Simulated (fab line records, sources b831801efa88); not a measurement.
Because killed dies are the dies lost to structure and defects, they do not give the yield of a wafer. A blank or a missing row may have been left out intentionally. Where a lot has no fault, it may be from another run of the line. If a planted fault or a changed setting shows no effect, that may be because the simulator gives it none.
Matching of chambers ; flow sky130 ; 3 sister chambers for SKY_CONTACT_CMP_04 on cmp-02
The step polishes SiO2. 3 wafers are shown with their chamber, then 4 later ones without.

EACH WAFER AND ITS CHAMBER
wafer;chamber;motorCurrentA (A)
L844.4;0;12.3
L850.1;2;14.3
L850.2;3;13.9

WAFERS WITH NO CHAMBER GIVEN
wafer;motorCurrentA (A)
L855.1;12.5
L855.6;12.7
L860.1;15.2
L860.3;12.4

CHAMBER TAKEN BY EACH
wafer;from the rows above;in truth
L855.1;0;0
L855.6;can't be placed: 0 or 3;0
L860.1;can't be placed: 2 or 3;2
L860.3;0;0
Correctly placed: 2 of 4. Not placeable from these rows: 2 (in 2, the candidates include the true chamber). Number placed wrongly: 0.
How it was worked out, from the rows above alone: a wafer's distance from a chamber is the root of the sum, over the readings, of the square of ((its reading less the chamber's mean) divided by the reading's scatter). The wafer belongs to the nearest chamber; if the next one is less than 2 further off, it can't be placed. The mean given for a chamber averages the wafers shown for that chamber. The scatter: root of mean squared gap, hidden wafer to nearest shown wafer, with one shown wafer a chamber.
